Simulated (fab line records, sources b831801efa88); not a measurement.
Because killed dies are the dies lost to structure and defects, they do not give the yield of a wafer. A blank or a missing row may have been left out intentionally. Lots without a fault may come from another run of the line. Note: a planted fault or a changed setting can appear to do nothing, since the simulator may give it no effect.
2 desks, one fault    flow gf180mcu    each desk has only its own numbers; what lay behind them comes last

TOOL OWNER'S DESK, rie-si-02
The tool's own readings at GF_POLY_GATE_ETCH_13 (etches poly-Si in HBr/Cl2, stops on SiO2, target depth 198.5 nm, time 69.6 s): means of the sampled wafers that have a number, for each lot that ran on this tool. If a lot's mean is further than 4 standard deviations from the usual mean, the lot is out of limits and carries the mark OUT (the distance appears in the brackets).
Columns: A = drypump-motor-current-A at GF_POLY_GATE_ETCH_13, usual 5.5 A; B = oes-product-au at GF_POLY_GATE_ETCH_13, usual 0.987 a.u.; C = throttle-valve-pct at GF_POLY_GATE_ETCH_13, usual 33.684 %
lot   first seen here  A    B                 C
L978  day 9 18:43      5.5  0.990             33.678
L979  day 10 05:34     6.0  0.990             33.691
L985  day 12 00:22     5.7  0.942 (-6.1) OUT  33.682
L986  day 12 06:31     5.5  0.926 (-8.3) OUT  33.686
L988  day 13 01:26     5.9  0.907 (-11) OUT   33.687
Finding of this desk: L985, L986, L988 out of limits; the first was L985 at day 12 00:22, on oes-product-au at GF_POLY_GATE_ETCH_13. L978, L979 stayed within limits.

THE METROLOGY DESK
What the gauges read for every lot (on any tool): the sampled wafers with a number, averaged. If a lot's mean is further than 4 standard deviations from the usual mean, the lot is out of limits and carries the mark OUT (the distance appears in the brackets).
Columns: A = POLY_GATE_CVD_00_THK at GF_POLY_GATE_THK_MEAS_01, usual 199.8 nm; B = cd-nm at GF_POLY_GATE_CD_MEAS_10, usual 279.8 nm; C = POLY_GATE_OVL at GF_POLY_GATE_OVL_MEAS_11, usual -3 nm
lot   first seen here  A      B      C
L978  day 9 01:08      203.1  279.2  -2
L979  day 9 12:40      202.3  279.3  -8
L985  day 11 05:19     201.8  279.2  -4
L986  day 11 11:50     199.5  278.4  -4
L988  day 12 05:26     203.4  279.9  0
L994  day 13 15:49     200.4  281.8  7
L997  day 14 17:26     198.8  279.5  -2
This desk's verdict: no lot among the 7 shows anything out of limits.

TAKEN TOGETHER
On L985, L986, L988, at day 12 00:22, an alarm was possible from the tool owner's desk.
The metrology desk saw nothing out of limits.
The metrology desk has L985, L986, L988 on record, within its limits.
GF_POLY_GATE_ETCH_13 was run on rie-si-02 by each of the lots named.

WHAT THE SIMULATOR HAD INSERTED
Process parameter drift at GF_POLY_GATE_ETCH_13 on rie-si-02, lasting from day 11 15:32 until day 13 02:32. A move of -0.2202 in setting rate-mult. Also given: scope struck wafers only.
Struck lots among those shown: L985, L986, L988.
How many hours passed from the start of the fault until each desk's first out-of-limits reading: the tool owner's desk, 9.
